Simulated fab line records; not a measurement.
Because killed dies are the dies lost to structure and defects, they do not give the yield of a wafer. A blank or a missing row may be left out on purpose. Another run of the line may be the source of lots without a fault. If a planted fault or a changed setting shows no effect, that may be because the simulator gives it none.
Which tool did it? -- flow gf180mcu -- 39 wafers from 13 lots sampled at 4 of the route's 602 steps

WHAT EACH GAUGE READ, for each wafer
GF_LVPWELL_OVL_MEAS_07.
lot,measured,on,LVPWELL_OVL (nm)
L615,day 3 20:38,overlay-02,-0.1 -1.5 -0.6
L618,day 4 13:08,overlay-02,0.1 -2.6 -1.5
L621,day 5 05:28,overlay-02,-0.9 -0.8 -0.2
L622,day 5 09:23,overlay-01,-1.8 -3.2 -2.3
L624,day 6 02:50,overlay-02,1.5 1.6 0.7
L627,day 6 18:18,overlay-02,-1.8 -1.3 -0.6
L628,day 6 23:48,overlay-02,1.1 -0.2 -0.3
L629,day 7 03:41,overlay-01,2.8 -0.6 0.7
L630,day 7 10:01,overlay-02,0.0 -0.5 1.2
L634,day 8 07:35,overlay-02,-1.2 -2.1 -0.5
L635,day 8 11:57,overlay-02,0.8 0.4 0.9
L637,day 8 22:16,overlay-01,1.7 -0.9 -0.4
L638,day 9 07:19,overlay-02,-0.5 -0.3 -0.5

GF_MVPSD_OVL_MEAS_07.
lot,measured,on,MVPSD_OVL (nm)
L615,day 5 01:13,overlay-02,-0.2 0.5 -0.5
L618,day 5 17:50,overlay-01,-0.4 1.4 1.2
L621,day 6 11:55,overlay-01,-1.3 -0.4 -1.5
L622,day 6 16:50,overlay-02,-0.6 -0.2 -0.4
L624,day 7 09:28,overlay-02,-0.8 -1.4 -0.2
L627,day 8 02:40,overlay-02,-0.2 1.4 -0.1
L628,day 8 07:46,overlay-02,-0.6 2.5 -1.0
L629,day 8 11:49,overlay-01,2.7 0.9 -1.0
L630,day 8 19:02,overlay-01,0.0 -0.3 1.8
L634,day 9 18:22,overlay-01,0.8 -0.1 -0.4
L635,day 9 23:29,overlay-01,0.3 1.5 2.0
L637,day 10 09:14,overlay-02,0.6 0.5 0.9
L638,day 10 19:55,overlay-01,-1.2 1.2 0.4

WHICH TOOL RAN EACH LOT (tool, then ch and the chambers of the sampled wafers, then the start)
lot,GF_STI_ETCH_14,GF_STI_CMP_25
L615,"rieSi-02 ch 0,1,2, day 2 01:30","cmp-02 ch 0,3, day 2 03:51"
L618,"rieSi-01 ch 2,3, day 2 16:45","cmp-02 ch 0,3, day 2 18:44"
L621,"rieSi-02 ch 2,3, day 3 09:11","cmp-01 ch 0,1, day 3 11:02"
L622,"rieSi-01 ch 0,2,3, day 3 13:09","cmp-02 ch 1,2,3, day 3 15:06"
L624,"rieSi-01 ch 0,3, day 4 04:32","cmp-02 ch 0,1,3, day 4 06:23"
L627,"rieSi-02 ch 0,3, day 4 15:57","cmp-01 ch 1,3, day 4 19:27"
L628,"rieSi-02 ch 0,1, day 4 20:30","cmp-01 ch 1,3, day 5 00:43"
L629,"rieSi-02 ch 0,2,3, day 5 02:29","cmp-01 ch 1,2,3, day 5 04:20"
L630,"rieSi-02 ch 1,2,3, day 5 08:34","cmp-02 ch 0,1,3, day 5 10:37"
L634,"rieSi-02 ch 0,3, day 6 02:57","cmp-02 ch 0,1,2, day 6 04:49"
L635,"rieSi-02 ch 0,1,3, day 6 08:51","cmp-01 ch 0,1,2, day 6 10:42"
L637,"rieSi-02 ch 0,1, day 6 18:09","cmp-01 ch 0,1,3, day 6 20:00"
L638,"rieSi-01 ch 1,2,3, day 6 23:44","cmp-01 ch 0,1, day 7 02:51"
- GF_STI_ETCH_14: etches Si in HBr/Cl2/O2, target depth 360 nm, time 102.9 s.
- GF_STI_CMP_25: polishes, stops on Si3N4, t overpolish 33 s, target thk 524.6 nm.

WHAT THE TOOLS THEMSELVES READ (means of the sampled wafers that have a number; where no wafer has one, the mark that the record gives instead)
GF_STI_ETCH_14.
lot,tool,biasW (W),drypumpMotorCurrentA (A),heBacksideLeakSccm (sccm),oesProductAu (a.u.),throttleValvePct (%)
L615,rieSi-02,150.0,5.8,2.78,1.001,25.647
L618,rieSi-01,150.5,5.4,2.63,0.996,25.665
L621,rieSi-02,150.1,5.6,2.71,0.998,25.644
L622,rieSi-01,148.5,5.8,2.51,0.997,25.665
L624,rieSi-01,149.0,5.3,2.63,1.007,25.649
L627,rieSi-02,150.6,5.6,2.55,1.009,25.643
L628,rieSi-02,150.0,5.9,2.76,0.996,25.666
L629,rieSi-02,150.0,5.8,2.53,0.997,25.664
L630,rieSi-02,149.8,5.5,2.72,0.998,25.660
L634,rieSi-02,150.1,5.9,2.69,1.004,25.648
L635,rieSi-02,149.8,5.6,2.81,1.010,25.657
L637,rieSi-02,149.3,5.6,2.92,0.998,25.654
L638,rieSi-01,149.9,5.8,2.70,0.998,25.651

GF_STI_CMP_25.
lot,tool,edgeZonePressureFrac,motorCurrentA (A),overpolishRunS (s),retainingRingPressureFrac,timeToEndpointS (s)
L615,cmp-02,0.999,12.5,32.990,1.002,119
L618,cmp-02,1.000,12.9,33.000,0.995,123
L621,cmp-01,1.003,12.8,33.009,0.999,123
L622,cmp-02,1.003,12.5,32.996,0.996,126
L624,cmp-02,1.002,11.7,33.012,1.000,119
L627,cmp-01,0.996,13.4,33.006,1.001,124
L628,cmp-01,1.006,13.4,33.007,1.001,122
L629,cmp-01,0.998,11.8,33.005,0.998,121
L630,cmp-02,1.000,11.9,32.999,0.997,119
L634,cmp-02,1.001,12.9,33.002,0.999,115
L635,cmp-01,1.002,12.8,32.995,0.998,124
L637,cmp-01,1.003,13.1,33.005,0.998,123
L638,cmp-01,1.002,12.9,33.002,1.004,120

THE ANSWER, worked out from the rows above alone
Rule: the usual values come from the lots themselves. The widest of any qualifying gaps counts: lots, ordered by their means at a reading, are off when they make up no more than a third of the lots, leave a main group of 4 or more, and stand apart from it by 3 or more times the standard deviation of that group's means. The tables above print the reading to a certain number of digits; a main group whose means all agree to those digits is not used. Also off: a lot with no number at a reading for which 4 or more lots have one. Where the step has rows for the other lots, those lots are counted as sound. The gauges are gone through in route order, then the tools' own readings, and for those a lot's mean is taken as printed above. At the first step where some lot is off, the reading lying furthest off is the one used; lots without a number count as furthest.
Across all readings shown, no lot is off: no conclusion can be drawn from this.

WHAT WAS PUT IN BY THE SIMULATOR
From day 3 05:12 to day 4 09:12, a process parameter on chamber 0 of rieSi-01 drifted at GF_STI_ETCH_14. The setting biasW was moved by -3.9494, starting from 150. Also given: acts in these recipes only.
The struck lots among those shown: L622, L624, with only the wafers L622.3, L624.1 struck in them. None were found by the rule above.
